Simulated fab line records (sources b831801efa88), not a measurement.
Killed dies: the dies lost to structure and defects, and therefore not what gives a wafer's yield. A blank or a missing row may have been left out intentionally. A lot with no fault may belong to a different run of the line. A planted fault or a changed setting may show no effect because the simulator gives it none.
Comparing a struck lot with a sound one -- flow sky130 -- 26 out of 708 route steps
Sound: wafers L434.2, L434.5, L434.6. Wafers struck: L444.4, L444.5, L444.6. The cause is given at the end.
For every step that has rows: the tool of each side, followed by ch and its chambers, followed by its first start. Under that, the readings that differ: sound wafers -- struck wafers -- difference of the means -- sigmas: that difference in standard deviations of wafers without a fault.
alike: words and numbers the same on both sides, and readings whose means are apart by under 2 such deviations; not compared: readings that were withheld, readings missing a value for some wafer, numbers with overlapping values and no deviation given by the record, and bounds like >300 which may hide the same value.
A row with sigmas, a row that says differs or no value, or rows on one side alone: a step with any of these is where the two part. Numbers that have no deviation but don't overlap get no sigmas and don't part them. A reading missing from all wafers of one side parts the sides only when that side holds two or more wafers.

SKY_LDD_N_STRIP_16: strips in O2/N2.
  sound on plasmaAsher-02 ch 0,1, day 18 21:46; struck on plasmaAsher-02 ch 0,1, day 21 22:59
  alike: chamberPressureMTorr, drypumpMotorCurrentA, oesProductAu, stripTimeToEndpointS
  not compared: rfHoursCounterH
SKY_LDD_N_TW_MEAS_17:
  struck on filmMetro-02, day 21 23:05; sound on filmMetro-01, day 18 21:52
reading,sound,struck,difference,sigmas
LDD_N_TW,2599 2601 2606,2566 2560 2575,-35,-2
then, 7 steps without rows for these wafers: SKY_LDD_P_DEHYDRATE_00 (time 60 s); SKY_LDD_P_HMDS_01 (prime time 60 s); SKY_LDD_P_COAT_02 (resist thk 1140 nm); SKY_LDD_P_SOFTBAKE_03 (time 60 s); SKY_LDD_P_EXPOSE_04 (exposes mask PSDM, target cd 380 nm); SKY_LDD_P_PEB_05; SKY_LDD_P_DEVELOP_06 (develop time 60 s).
SKY_LDD_P_CD_MEAS_07: the cd target is 380 nm.
  struck on cdSem-02, day 23 05:19; sound on cdSem-02, day 20 04:14
  alike: cdNm
SKY_LDD_P_OVL_MEAS_08:
  struck on overlay-02, day 23 05:23; sound on overlay-02, day 20 04:20
  alike: LDD_P_OVL
next, for these wafers, 1 step has no rows: SKY_LDD_P_IMPLANT_09.
SKY_LDD_P_STRIP_10: strips in O2/N2.
  sound on plasmaAsher-02 ch 0,1, day 20 04:31; struck on plasmaAsher-04 ch 0,1, day 23 05:35
  no value came back on the struck wafers for chamberPressureMTorr (mTorr), drypumpMotorCurrentA (A), oesProductAu (a.u.), stripTimeToEndpointS (s); on the sound wafers chamberPressureMTorr (mTorr) reads 1499.1 1499.3 1500.7
reading,sound,struck,difference,sigmas
model.NOVOLAK_of_LDD_P_COAT_02.thkNm (nm),0 0 0,1142 1142 1143,+1142,
  not compared: rfHoursCounterH
SKY_LDD_P_TW_MEAS_11:
  struck on filmMetro-04, day 23 05:41; sound on filmMetro-04, day 20 04:38
  alike: LDD_P_TW
then, 7 steps without rows for these wafers: SKY_LDD_HVN_DEHYDRATE_00 (time 60 s); SKY_LDD_HVN_HMDS_01 (prime time 60 s); SKY_LDD_HVN_COAT_02 (resist thk 300 nm); SKY_LDD_HVN_SOFTBAKE_03 (time 60 s); SKY_LDD_HVN_EXPOSE_04 (exposes mask HVNTM, target cd 700 nm); SKY_LDD_HVN_PEB_05; SKY_LDD_HVN_DEVELOP_06 (develop time 60 s).
SKY_LDD_HVN_OVL_MEAS_07:
  struck on overlay-01, day 24 10:14; sound on overlay-02, day 21 11:49
  alike: LDD_HVN_OVL
next, for these wafers, 1 step has no rows: SKY_LDD_HVN_IMPLANT_08.
SKY_LDD_HVN_STRIP_09: strips in O2/N2.
  sound on plasmaAsher-03 ch 0,1, day 21 11:59; struck on plasmaAsher-04 ch 0,1, day 24 10:26
reading,sound,struck,difference,sigmas
oesProductAu (a.u.),0.408 0.413 0.409,0.724 0.721 0.718,+0.311,+69
stripTimeToEndpointS (s),4.121 4.151 4.131,21.781 21.759 21.801,+17.646,+99 or more
  alike: chamberPressureMTorr, drypumpMotorCurrentA
  not compared: rfHoursCounterH
SKY_LDD_HVN_TW_MEAS_10:
  struck on filmMetro-02, day 24 10:32; sound on filmMetro-04, day 21 12:06
reading,sound,struck,difference,sigmas
LDD_HVN_TW,1439 1436 1434,30 30 30,-1406,-99 or more
then, 1 step without rows for these wafers: SKY_LDD_HVP_DEHYDRATE_00 (time 60 s).

WHERE THEY PART
Last at SKY_LDD_HVN_TW_MEAS_10 as far as this record goes, first at SKY_LDD_N_TW_MEAS_17.

WHY: the cause the simulator had injected
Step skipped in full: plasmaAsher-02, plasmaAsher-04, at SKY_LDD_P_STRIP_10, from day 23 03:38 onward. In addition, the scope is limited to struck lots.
